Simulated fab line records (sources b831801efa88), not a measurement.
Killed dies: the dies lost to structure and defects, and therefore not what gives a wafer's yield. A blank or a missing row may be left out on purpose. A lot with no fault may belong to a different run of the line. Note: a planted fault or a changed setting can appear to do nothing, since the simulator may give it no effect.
fab line records ; flow sky130
record: lots: 7; wafers: 21; last-day: 50
route steps=708 shown SD_N@344 SD_P@359 RES_XHIGH@360 PAD_OPEN@708
lots untouched by any fault: they come from a run of this same line in which no faults occurred
start-h: hours from the record's first day to the start of the lot's first wafer shown ; wait-h: hours from the lot's prior step to this one ; " as in the row above ; L1.1+2: a single row standing in for several wafers ; - either no value or no given start ; * or withheld: withheld ; < > ~ a bound
route shown NAME@n: names a module that has steps shown in the file, with the first one's number in the route ; usual: mean/standard deviation taken from wafers without a fault ; same: alike in all rows ; chamber/n: place in a boat ; sites: the reading at each site ; _std_site: standard deviation of those values ; _edge_site: inner sites' mean taken away from outer sites' mean ; radius-mm: how far each site lies from the wafer's centre ; mask NAME#n: copy n ; behind: the last tool/chamber to shape the wafer ; hold: what put the lot on hold/how long, in hours/how the hold closed ; device: which transistor (n, p or np) failed to switch ; end of line: the route-end tests of the same wafers ; step lacking rows: just its recipe ; killed: dies lost to structure and defects at the first sort, not the wafer's yield ; map: dies across one wafer; x = killed, . = not, _ = none there
set.NAME: setting as actually run; set.NAME@STEP: the setting as run at that earlier step ; model.NAME: the simulator's own value behind a step, which no gauge read
lots at some steps of the route; a table a step, a row a wafer
services: the hour from which a tool's chamber was out of use, counted from the record's first day as start-h (under 0 if before that day), plus the number of hours and why
== steps ==
step: SKY_SD_N_COAT_02
recipe: resist: NOVOLAK; spin-rpm: 3000; resist-thk-nm: 1140
step: SKY_SD_N_SOFTBAKE_03
recipe: temp-c: 90; time-s: 60; resist: NOVOLAK
step: SKY_SD_N_EXPOSE_04
recipe: mask-id: NSDM; na: 0.6; source-shape: conventional; sigma-outer: 0.6; polarization: unpolarized; target-cd-nm: 380; dose-mj: 141
step: SKY_SD_N_PEB_05
recipe: temp-c: withheld; time-s: *; resist: NOVOLAK
step: SKY_SD_N_DEVELOP_06
recipe: resist: NOVOLAK; developer: TMAH; develop-time-s: 57.3; dev-temp-c: 23
step: SKY_SD_N_CD_MEAS_07
recipe: target-cd-nm: 380
usual: cd-nm: 380/3.1
lot.wafer;tool;chamber;start-h;wait-h;cd-nm
L746.2;cd-sem-02;-;715.70;0.1;379
L746.4;cd-sem-02;-;715.70;0.1;380
L746.6;cd-sem-02;-;715.70;0.1;382
L747.3;cd-sem-02;-;726.67;0.1;379
L747.4;cd-sem-02;-;726.67;0.1;378
L747.6;cd-sem-02;-;726.67;0.1;378
L750.1;cd-sem-01;-;737.76;0.1;379
L750.3;cd-sem-01;-;737.76;0.1;383
L750.4;cd-sem-01;-;737.76;0.1;381
L753.1;cd-sem-02;-;773.13;0.1;380
L753.3;cd-sem-02;-;773.13;0.1;380
L753.5;cd-sem-02;-;773.13;0.1;379
L757.2;cd-sem-01;-;800.58;0.1;377
L757.4;cd-sem-01;-;800.58;0.1;383
L757.6;cd-sem-01;-;800.58;0.1;384
L760.3;cd-sem-02;-;819.95;0.1;385
L760.5;cd-sem-02;-;819.95;0.1;386
L760.6;cd-sem-02;-;819.95;0.1;386
L762.1;cd-sem-01;-;827.13;0.1;379
L762.4;cd-sem-01;-;827.13;0.1;381
L762.6;cd-sem-01;-;827.13;0.1;379
step: SKY_SD_N_OVL_MEAS_08
usual: SD_N_OVL: -0.6/1.4
lot.wafer;tool;chamber;start-h;wait-h;SD_N_OVL[nm]
L746.2;overlay-02;-;715.81;0.1;-2.7
L746.4;overlay-02;-;715.81;0.1;-1.8
L746.6;overlay-02;-;715.81;0.1;-2.1
L747.3;overlay-01;-;726.76;0.1;-0.1
L747.4;overlay-01;-;726.76;0.1;-1.1
L747.6;overlay-01;-;726.76;0.1;-1.1
L750.1;overlay-01;-;737.88;0.1;-0.1
L750.3;overlay-01;-;737.88;0.1;-0.6
L750.4;overlay-01;-;737.88;0.1;-0.1
L753.1;overlay-01;-;773.25;0.1;-2.6
L753.3;overlay-01;-;773.25;0.1;-1.3
L753.5;overlay-01;-;773.25;0.1;-1.7
L757.2;overlay-02;-;800.69;0.1;-1.7
L757.4;overlay-02;-;800.69;0.1;-0.5
L757.6;overlay-02;-;800.69;0.1;-0.4
L760.3;overlay-02;-;820.04;0.1;-0.1
L760.5;overlay-02;-;820.04;0.1;2.1
L760.6;overlay-02;-;820.04;0.1;-1.3
L762.1;overlay-01;-;827.25;0.1;-1.7
L762.4;overlay-01;-;827.25;0.1;-0.5
L762.6;overlay-01;-;827.25;0.1;-0.8
step: SKY_SD_N_IMPLANT_09
recipe: species: As; energy-kev: 50; dose-cm2: 4e+15; tilt-deg: 0
step: SKY_SD_N_IMPLANT_10
recipe: species: P; energy-kev: 20; dose-cm2: 1e+14; tilt-deg: 0
step: SKY_SD_N_STRIP_11
recipe: chemistry: O2/N2; power-w: 1400; pressure-mtorr: 1500; platen-temp-c: withheld; o2-flow-sccm: 3000; n2-flow-sccm: 300; overash-fraction: 0.5
usual: chamber-pressure-mTorr: 1500.0/1.4; drypump-motor-current-A: 5.7/0.48; oes-product-au: 0.527/0.0044; strip-time-to-endpoint-s: 22.54/0.03
lot.wafer;tool;chamber;start-h;wait-h;chamber-pressure-mTorr;drypump-motor-current-A;oes-product-au;rf-hours-counter-h;strip-time-to-endpoint-s
L746.2;plasma-asher-04;0;716.14;0.1;1500.5;5.2;0.531;94;22.54
L746.4;plasma-asher-04;0;716.14;0.1;1500.6;5.1;0.525;-;22.57
L746.6;plasma-asher-04;0;716.14;0.1;1497.7;5.1;0.529;-;22.52
L747.3;plasma-asher-02;1;727.12;0.1;1502.0;6.5;0.532;-;22.58
L747.4;plasma-asher-02;0;727.12;0.1;1501.7;6.0;0.527;-;22.57
L747.6;plasma-asher-02;1;727.12;0.1;1498.5;6.5;0.522;-;22.61
L750.1;plasma-asher-04;0;738.22;0.1;1498.6;5.1;0.526;96;22.54
L750.3;plasma-asher-04;0;738.22;0.1;1498.6;5.2;0.527;-;22.55
L750.4;plasma-asher-04;1;738.22;0.1;1501.5;6.4;0.528;-;22.56
L753.1;plasma-asher-03;1;773.59;0.1;1497.7;5.5;0.528;66;22.56
L753.3;plasma-asher-03;1;773.59;0.1;1501.7;5.6;0.531;-;22.53
L753.5;plasma-asher-03;0;773.59;0.1;1499.9;5.3;0.519;-;22.56
L757.2;plasma-asher-03;0;801.02;0.1;1500.7;5.3;0.525;69;22.57
L757.4;plasma-asher-03;1;801.02;0.1;1498.1;5.6;0.530;-;22.56
L757.6;plasma-asher-03;0;801.02;0.1;1497.8;5.3;0.525;-;22.54
L760.3;plasma-asher-03;0;820.40;0.1;1501.1;5.3;0.531;-;22.56
L760.5;plasma-asher-03;0;820.40;0.1;1501.4;5.3;0.525;-;22.55
L760.6;plasma-asher-03;1;820.40;0.1;1502.1;5.5;0.536;-;22.54
L762.1;plasma-asher-02;0;827.60;0.1;1501.6;6.0;0.531;8;22.52
L762.4;plasma-asher-02;0;827.60;0.1;1498.5;6.0;0.532;-;22.57
L762.6;plasma-asher-02;1;827.60;0.1;1502.0;6.5;0.534;-;22.53
step: SKY_SD_N_TW_MEAS_12
usual: SD_N_TW: 3998/20
lot.wafer;tool;chamber;start-h;wait-h;SD_N_TW
L746.2;film-metro-01;-;716.25;0.1;3997
L746.4;film-metro-01;-;716.25;0.1;3995
L746.6;film-metro-01;-;716.25;0.1;4007
L747.3;film-metro-03;-;727.21;0.1;4005
L747.4;film-metro-03;-;727.21;0.1;4018
L747.6;film-metro-03;-;727.21;0.1;4026
L750.1;film-metro-02;-;738.32;0.1;3973
L750.3;film-metro-02;-;738.32;0.1;3963
L750.4;film-metro-02;-;738.32;0.1;3977
L753.1;film-metro-01;-;773.69;0.1;4021
L753.3;film-metro-01;-;773.69;0.1;3990
L753.5;film-metro-01;-;773.69;0.1;4029
L757.2;film-metro-03;-;801.13;0.1;4017
L757.4;film-metro-03;-;801.13;0.1;3993
L757.6;film-metro-03;-;801.13;0.1;3999
L760.3;film-metro-03;-;820.49;0.1;4000
L760.5;film-metro-03;-;820.49;0.1;3994
L760.6;film-metro-03;-;820.49;0.1;3998
L762.1;film-metro-02;-;827.70;0.1;4008
L762.4;film-metro-02;-;827.70;0.1;4014
L762.6;film-metro-02;-;827.70;0.1;4024
step: SKY_SD_N_CLEAN_13
recipe: chemistry: SC1/SC2; mix: 1:4:20; temp-c: 70; time-s: 150; dry: n2-spin
step: SKY_SD_N_RTA_14
recipe: temp-c: 1075; time-s: 2; idle-temp-c: 650; ramp-up-c-per-s: 150; ramp-down-c-per-s: 90; ambient: N2
usual: lamp-power-pct: 15.74/0.051; wafer_temp_C_max: 1078.1/1.4
lot.wafer;tool;chamber;start-h;wait-h;lamp-power-pct;wafer_temp_C_max
L746.2;rtp-anneal-02;0;716.35;0.0;15.73;1075.2
L746.4;rtp-anneal-02;0;716.35;0.0;15.78;1077.8
L746.6;rtp-anneal-02;0;716.35;0.0;15.73;1078.1
L747.3;rtp-anneal-02;0;727.31;0.0;15.70;1078.6
L747.4;rtp-anneal-02;0;727.31;0.0;15.75;1079.0
L747.6;rtp-anneal-02;0;727.31;0.0;15.81;1080.2
L750.1;rtp-anneal-02;0;738.43;0.0;15.77;1078.0
L750.3;rtp-anneal-02;0;738.43;0.0;15.77;1078.5
L750.4;rtp-anneal-02;0;738.43;0.0;15.83;1079.5
L753.1;rtp-anneal-01;0;773.80;0.0;15.79;1077.5
L753.3;rtp-anneal-01;0;773.80;0.0;15.81;1076.9
L753.5;rtp-anneal-01;0;773.80;0.0;15.68;1079.2
L757.2;rtp-anneal-01;0;801.24;0.0;15.75;1079.9
L757.4;rtp-anneal-01;0;801.24;0.0;15.77;1080.1
L757.6;rtp-anneal-01;0;801.24;0.0;15.68;1077.8
L760.3;rtp-anneal-02;0;820.60;0.0;15.68;1079.0
L760.5;rtp-anneal-02;0;820.60;0.0;15.70;1076.2
L760.6;rtp-anneal-02;0;820.60;0.0;15.80;1076.3
L762.1;rtp-anneal-02;0;827.82;0.0;15.74;1077.9
L762.4;rtp-anneal-02;0;827.82;0.0;15.74;1083.3
L762.6;rtp-anneal-02;0;827.82;0.0;15.73;1077.5
step: SKY_SD_N_RS_MEAS_16
recipe: thk-meas-gauge: four-point-probe
usual: SD_N_RS: 68.60/0.11
lot.wafer;tool;chamber;start-h;wait-h;SD_N_RS[ohm/sq]
L746.2;film-metro-03;-;716.54;0.1;71.27
L746.4;film-metro-03;-;716.54;0.1;71.41
L746.6;film-metro-03;-;716.54;0.1;71.22
L747.3;film-metro-01;-;727.51;0.1;71.27
L747.4;film-metro-01;-;727.51;0.1;71.17
L747.6;film-metro-01;-;727.51;0.1;71.33
L750.1;film-metro-03;-;738.60;0.1;71.15
L750.3;film-metro-03;-;738.60;0.1;71.09
L750.4;film-metro-03;-;738.60;0.1;71.18
L753.1;film-metro-02;-;773.97;0.1;68.73
L753.3;film-metro-02;-;773.97;0.1;68.60
L753.5;film-metro-02;-;773.97;0.1;68.60
L757.2;film-metro-01;-;801.43;0.1;68.60
L757.4;film-metro-01;-;801.43;0.1;68.60
L757.6;film-metro-01;-;801.43;0.1;68.79
L760.3;film-metro-01;-;820.79;0.1;68.68
L760.5;film-metro-01;-;820.79;0.1;68.74
L760.6;film-metro-01;-;820.79;0.1;68.70
L762.1;film-metro-03;-;827.99;0.1;68.51
L762.4;film-metro-03;-;827.99;0.1;68.62
L762.6;film-metro-03;-;827.99;0.1;68.44
step: SKY_SD_N_RS_MEAS_17
recipe: thk-meas-gauge: four-point-probe
usual: SD_P_RS: 147.2/0.38
lot.wafer;tool;chamber;start-h;wait-h;SD_P_RS[ohm/sq]
L746.2;film-metro-03;-;716.66;0.1;162.0
L746.4;film-metro-03;-;716.66;0.1;162.3
L746.6;film-metro-03;-;716.66;0.1;161.9
L747.3;film-metro-01;-;727.63;0.1;162.8
L747.4;film-metro-01;-;727.63;0.1;162.7
L747.6;film-metro-01;-;727.63;0.1;162.9
L750.1;film-metro-03;-;738.72;0.1;162.0
L750.3;film-metro-03;-;738.72;0.1;161.8
L750.4;film-metro-03;-;738.72;0.1;162.3
L753.1;film-metro-02;-;774.09;0.1;148.0
L753.3;film-metro-02;-;774.09;0.1;147.9
L753.5;film-metro-02;-;774.09;0.1;147.6
L757.2;film-metro-01;-;801.55;0.1;147.0
L757.4;film-metro-01;-;801.55;0.1;147.3
L757.6;film-metro-01;-;801.55;0.1;147.7
L760.3;film-metro-01;-;820.91;0.1;147.5
L760.5;film-metro-01;-;820.91;0.1;147.6
L760.6;film-metro-01;-;820.91;0.1;147.2
L762.1;film-metro-03;-;828.11;0.1;147.2
L762.4;film-metro-03;-;828.11;0.1;147.1
L762.6;film-metro-03;-;828.11;0.1;147.3
step: SKY_SD_N_RS_MEAS_18
recipe: thk-meas-gauge: four-point-probe
usual: RES_XHIGH_RS: 333.3/1.2
lot.wafer;tool;chamber;start-h;wait-h;RES_XHIGH_RS[ohm/sq]
L746.2;film-metro-03;-;716.78;0.1;334.5
L746.4;film-metro-03;-;716.78;0.1;334.3
L746.6;film-metro-03;-;716.78;0.1;333.2
L747.3;film-metro-01;-;727.75;0.1;334.2
L747.4;film-metro-01;-;727.75;0.1;334.4
L747.6;film-metro-01;-;727.75;0.1;335.1
L750.1;film-metro-03;-;738.84;0.1;335.1
L750.3;film-metro-03;-;738.84;0.1;334.3
L750.4;film-metro-03;-;738.84;0.1;334.0
L753.1;film-metro-02;-;774.21;0.1;334.4
L753.3;film-metro-02;-;774.21;0.1;335.5
L753.5;film-metro-02;-;774.21;0.1;335.2
L757.2;film-metro-01;-;801.67;0.1;335.3
L757.4;film-metro-01;-;801.67;0.1;335.0
L757.6;film-metro-01;-;801.67;0.1;333.7
L760.3;film-metro-01;-;821.03;0.1;336.1
L760.5;film-metro-01;-;821.03;0.1;334.1
L760.6;film-metro-01;-;821.03;0.1;335.0
L762.1;film-metro-03;-;828.23;0.1;333.7
L762.4;film-metro-03;-;828.23;0.1;335.1
L762.6;film-metro-03;-;828.23;0.1;332.3
step: SKY_PAD_OPEN_PROBE_99
usual: killed_at_M0_to_M3: 44/6.3; killed_at_M4_up: 3.1/1.8; killed-at-contacts: 25/5.1; killed-at-front-end: 15/4.1; killed-at-other: 0.3/0.71; killed-dies: 87/8.8; killed-open: 47/6.8; killed-short: 40/6.7
same: gross-dies: 492; killed-at-back-side: 0
lot.wafer;tool;chamber;start-h;wait-h;killed_at_M0_to_M3;killed_at_M4_up;killed-at-contacts;killed-at-front-end;killed-at-other;killed-dies;killed-open;killed-short;model.etest.res-xhigh-po.line-ohm-um;model.etest.res-xhigh-po.rs-ohm-sq-rim-less-centre;model.etest.res-xhigh-po.rs-ohm-sq;model.etest.res-xhigh-po.rs-ohm-sq-range;model.etest.pfet_01v8.r-on-ohm-um;model.etest.res-pdiff.line-ohm-um;model.etest.tip-p.rs-ohm-sq;model.etest.tip-p.rs-ohm-sq-rim-less-centre
L746.2;prober-01;-;1128.92;0.1;30;1;30;20;1;82;39;43;6634;507.6;2316;573.2;3035;1600;7016;-32.14
L746.4;prober-01;-;1129.02;0.2;35;3;30;15;0;83;47;36;6460;506.2;2262;542.6;3131;1528;7006;12.48
L746.6;prober-01;-;1129.12;0.2;43;3;21;15;0;82;45;37;6802;522.5;2329;569.6;3106;1583;6978;85.5
L747.3;prober-01;-;1136.75;0.2;40;3;21;24;0;88;37;51;7171;471.9;2520;503.7;3069;1527;6979;174.9
L747.4;prober-01;-;1136.80;0.2;48;4;24;17;30;123;42;51;6777;456.4;2369;483.2;3034;1532;7026;0.5476
L747.6;prober-01;-;1136.90;0.2;49;8;30;15;0;102;53;49;7087;471.8;2441;507.1;3008;1549;7003;55.89
L750.1;prober-01;-;1143.59;0.1;41;3;27;14;0;85;54;31;6902;425.9;2409;440.8;3043;1503;7002;47.05
L750.3;prober-01;-;1143.69;0.2;36;2;30;16;0;84;43;41;6897;413.8;2420;420.4;3149;1550;7008;179.5
L750.4;prober-01;-;1143.74;0.2;42;4;16;12;0;74;45;29;6968;414.7;2360;444.2;3143;1545;7007;177.5
L753.1;prober-02;-;1166.48;0.1;55;3;19;13;0;90;43;47;5742;-27.9;2003;42.03;2840;1325;6750;157.6
L753.3;prober-02;-;1166.58;0.2;38;3;22;7;0;70;32;38;5831;-47.52;2028;66.51;2949;1324;6793;0.7553
L753.5;prober-02;-;1166.68;0.2;43;8;21;16;0;88;49;39;5563;-23.16;1970;55.25;2836;1316;6738;19.01
L757.2;prober-02;-;1186.10;0.1;37;0;24;20;0;81;38;43;5810;-76.01;2044;81.69;2964;1377;6905;-92.75
L757.4;prober-02;-;1186.20;0.2;36;5;28;23;0;92;52;40;6104;-84.89;2125;96.49;2931;1383;6869;-53.98
L757.6;prober-02;-;1186.30;0.2;42;1;28;14;2;87;51;35;5965;-76.83;2092;98.5;2958;1402;6894;-6.062
L760.3;prober-01;-;1197.61;0.2;39;2;25;19;0;85;54;31;5956;-13.29;2064;96.34;2892;1342;6785;-64.94
L760.5;prober-01;-;1197.71;0.2;45;4;25;15;3;92;48;42;5560;-0.9644;1970;80.73;2947;1341;6782;82.67
L760.6;prober-01;-;1197.76;0.2;38;1;32;24;0;95;49;46;5890;-9.917;2043;77.13;2894;1390;6767;-142.4
L762.1;prober-01;-;1202.74;0.1;46;4;17;13;0;80;43;37;5508;5.4;1935;80.76;2798;1371;6919;-12.08
L762.4;prober-01;-;1202.89;0.2;40;5;25;10;0;80;41;39;5500;1.587;1955;82.72;2844;1352;6915;-51
L762.6;prober-01;-;1202.99;0.2;49;4;16;15;0;84;47;37;5648;3.472;1948;91.8;2829;1358;6924;-53.91
killed by level:class
L746.2 VIA1:geometric-particle:open=10 CONTACT:geometric-particle:open=8 FIELD_ISO:geometric-particle:short=6 CONTACT:geometric-particle:short=6 LI_CONTACT:geometric-particle:open=5 LI_CONTACT:geometric-particle:short=5 LOCAL_INTERCONNECT:geometric-particle:short=5 SPACER:geometric-particle:short=4
L746.4 CONTACT:geometric-particle:open=10 VIA3:geometric-particle:open=7 LI_CONTACT:geometric-particle:open=7 VIA1:geometric-particle:open=7 METAL2:geometric-particle:short=7 FIELD_ISO:geometric-particle:short=5 FIELD_ISO:geometric-particle:open=5 CONTACT:geometric-particle:short=5
L746.6 VIA1:geometric-particle:open=10 VIA2:geometric-particle:open=8 LI_CONTACT:geometric-particle:open=6 VIA3:geometric-particle:open=6 FIELD_ISO:geometric-particle:short=5 POLY_GATE:geometric-particle:open=5 LOCAL_INTERCONNECT:geometric-particle:short=4 CONTACT:geometric-particle:open=4
L747.3 POLY_GATE:geometric-particle:short=8 METAL1:geometric-particle:short=8 VIA2:geometric-particle:open=8 LOCAL_INTERCONNECT:geometric-particle:short=6 CONTACT:geometric-particle:short=5 VIA1:geometric-particle:open=5 VIA1:geometric-particle:short=5 FIELD_ISO:geometric-particle:open=4
L747.4 PAD_OPEN:area-etch=30 VIA1:geometric-particle:open=9 FIELD_ISO:geometric-particle:open=6 LI_CONTACT:geometric-particle:short=6 CONTACT:geometric-particle:short=6 VIA2:geometric-particle:short=6 VIA3:geometric-particle:open=6 FIELD_ISO:geometric-particle:short=5
L747.6 CONTACT:geometric-particle:open=13 METAL2:geometric-particle:short=9 VIA1:geometric-particle:open=8 VIA2:geometric-particle:open=7 POLY_GATE:geometric-particle:open=6 LI_CONTACT:geometric-particle:open=6 CONTACT:geometric-particle:short=5 LOCAL_INTERCONNECT:geometric-particle:short=5
L750.1 LI_CONTACT:geometric-particle:open=12 VIA2:geometric-particle:open=10 FIELD_ISO:geometric-particle:open=9 VIA1:geometric-particle:open=7 CONTACT:geometric-particle:open=6 VIA2:geometric-particle:short=6 VIA3:geometric-particle:open=5 CONTACT:geometric-particle:short=4
L750.3 LI_CONTACT:geometric-particle:open=11 CONTACT:geometric-particle:open=10 VIA1:geometric-particle:open=7 METAL2:geometric-particle:short=7 LOCAL_INTERCONNECT:geometric-particle:short=6 FIELD_ISO:geometric-particle:open=5 METAL1:geometric-particle:short=5 VIA1:geometric-particle:short=5
L750.4 VIA1:geometric-particle:open=12 CONTACT:geometric-particle:open=6 VIA3:geometric-particle:open=6 VIA2:geometric-particle:short=5 FIELD_ISO:geometric-particle:open=4 METAL4:geometric-particle:short=4 METAL1:geometric-particle:short=4 METAL2:geometric-particle:open=4
L753.1 VIA1:geometric-particle:open=12 METAL2:geometric-particle:short=10 CONTACT:geometric-particle:short=9 VIA3:geometric-particle:open=6 VIA2:geometric-particle:open=6 VIA1:geometric-particle:short=5 FIELD_ISO:geometric-particle:open=4 FIELD_ISO:geometric-particle:short=4
L753.3 METAL2:geometric-particle:short=9 VIA1:geometric-particle:open=8 VIA3:geometric-particle:open=6 CONTACT:geometric-particle:short=6 LI_CONTACT:geometric-particle:open=5 CONTACT:geometric-particle:open=5 METAL1:geometric-particle:short=5 LOCAL_INTERCONNECT:geometric-particle:short=4
L753.5 CONTACT:geometric-particle:open=14 VIA1:geometric-particle:open=13 VIA3:geometric-particle:open=8 VIA1:geometric-particle:short=8 METAL4:geometric-particle:short=7 FIELD_ISO:geometric-particle:open=5 FIELD_ISO:geometric-particle:short=5 METAL2:geometric-particle:short=5
L757.2 CONTACT:geometric-particle:open=8 POLY_GATE:geometric-particle:short=7 METAL2:geometric-particle:short=7 POLY_GATE:geometric-particle:open=6 LI_CONTACT:geometric-particle:short=6 VIA3:geometric-particle:open=5 VIA2:geometric-particle:open=5 LI_CONTACT:geometric-particle:open=4
L757.4 CONTACT:geometric-particle:open=13 POLY_GATE:geometric-particle:open=8 VIA1:geometric-particle:open=8 POLY_GATE:geometric-particle:short=7 LI_CONTACT:geometric-particle:open=7 VIA2:geometric-particle:open=5 VIA3:geometric-particle:short=4 METAL3:geometric-particle:short=4
L757.6 CONTACT:geometric-particle:open=13 LI_CONTACT:geometric-particle:open=9 VIA1:geometric-particle:open=9 VIA1:geometric-particle:short=6 VIA2:geometric-particle:open=6 VIA3:geometric-particle:open=5 METAL2:geometric-particle:short=5 FIELD_ISO:geometric-particle:short=4
L760.3 VIA1:geometric-particle:open=13 LI_CONTACT:geometric-particle:open=8 CONTACT:geometric-particle:short=6 VIA2:geometric-particle:open=6 VIA3:geometric-particle:open=6 FIELD_ISO:geometric-particle:short=5 CONTACT:geometric-particle:open=5 FIELD_ISO:geometric-particle:open=4
L760.5 VIA1:geometric-particle:open=15 CONTACT:geometric-particle:open=9 VIA2:geometric-particle:open=9 METAL1:geometric-particle:short=6 CONTACT:geometric-particle:short=6 FIELD_ISO:geometric-particle:open=5 LOCAL_INTERCONNECT:geometric-particle:short=5 POLY_GATE:geometric-particle:short=4
L760.6 LOCAL_INTERCONNECT:geometric-particle:short=13 VIA1:geometric-particle:open=11 FIELD_ISO:geometric-particle:short=7 POLY_GATE:geometric-particle:open=6 LI_CONTACT:geometric-particle:open=6 CONTACT:geometric-particle:open=6 FIELD_ISO:geometric-particle:open=5 CONTACT:geometric-particle:short=5
L762.1 VIA1:geometric-particle:open=10 CONTACT:geometric-particle:open=7 VIA3:geometric-particle:open=6 METAL1:geometric-particle:short=5 FIELD_ISO:geometric-particle:open=4 LI_CONTACT:geometric-particle:open=4 METAL2:geometric-particle:short=4 LOCAL_INTERCONNECT:geometric-particle:short=4
L762.4 VIA1:geometric-particle:open=10 CONTACT:geometric-particle:open=8 LI_CONTACT:geometric-particle:open=6 METAL3:geometric-particle:short=6 METAL1:geometric-particle:short=5 LOCAL_INTERCONNECT:geometric-particle:short=5 METAL4:geometric-particle:short=5 FIELD_ISO:geometric-particle:open=4
L762.6 VIA1:geometric-particle:open=14 VIA1:geometric-particle:short=8 VIA3:geometric-particle:open=8 METAL1:geometric-particle:short=7 POLY_GATE:geometric-particle:open=6 CONTACT:geometric-particle:open=5 VIA2:geometric-particle:open=4 POLY_GATE:geometric-particle:short=4
== services ==
tool;chamber;start-h;hours;kind
plasma-asher-03;-;701.90;4.3;pm
plasma-asher-02;-;733.75;9.0;pm
plasma-asher-02;0;733.75;9.0;vent-cycle
plasma-asher-02;1;733.75;9.0;vent-cycle
plasma-asher-02;0;742.75;-;clean
plasma-asher-02;1;742.75;-;clean
plasma-asher-03;-;817.15;2.2;repair
== key ==
first-sign: step: SKY_SD_N_RS_MEAS_16; reading: SD_N_RS; direction: up; sigmas: 25; usual: 68.60; struck: 71.23
effect: step: SKY_SD_N_RS_MEAS_17; reading: SD_P_RS; direction: up; sigmas: 40; usual: 147.2; struck: 162.3
model-effect: step: SKY_PAD_OPEN_PROBE_99; value: etest.res-xhigh-po.line-ohm-um; without: 5775; struck: 6855
met-at SKY_SD_N_RTA_14
struck-wafers L746.2,L746.4,L746.6,L747.3,L747.4,L747.6,L750.1,L750.3,L750.4
tester-left-out L746,L747,L750
baseline-loss: step: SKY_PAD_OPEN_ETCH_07; wafers: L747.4
fault: kind: process-parameter-drift; tool: rtp-anneal-02; chamber: -; onset-h: 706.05; steps: SKY_SD_N_RTA_14; channel: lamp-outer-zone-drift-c; offset: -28; shape: step; end-h: 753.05
tester-left-out: of these lots the tester's yield and bins aren't shown, on N5 and GAA mostly nor the transistor test; their killed dies are dies lost to structure and defects alone, not to doping, threshold or leakage, so they don't give the yield
baseline-loss: these wafers lose ten dies or more at that step, a loss of the line's own and not of a fault; the sort's usual values leave them out
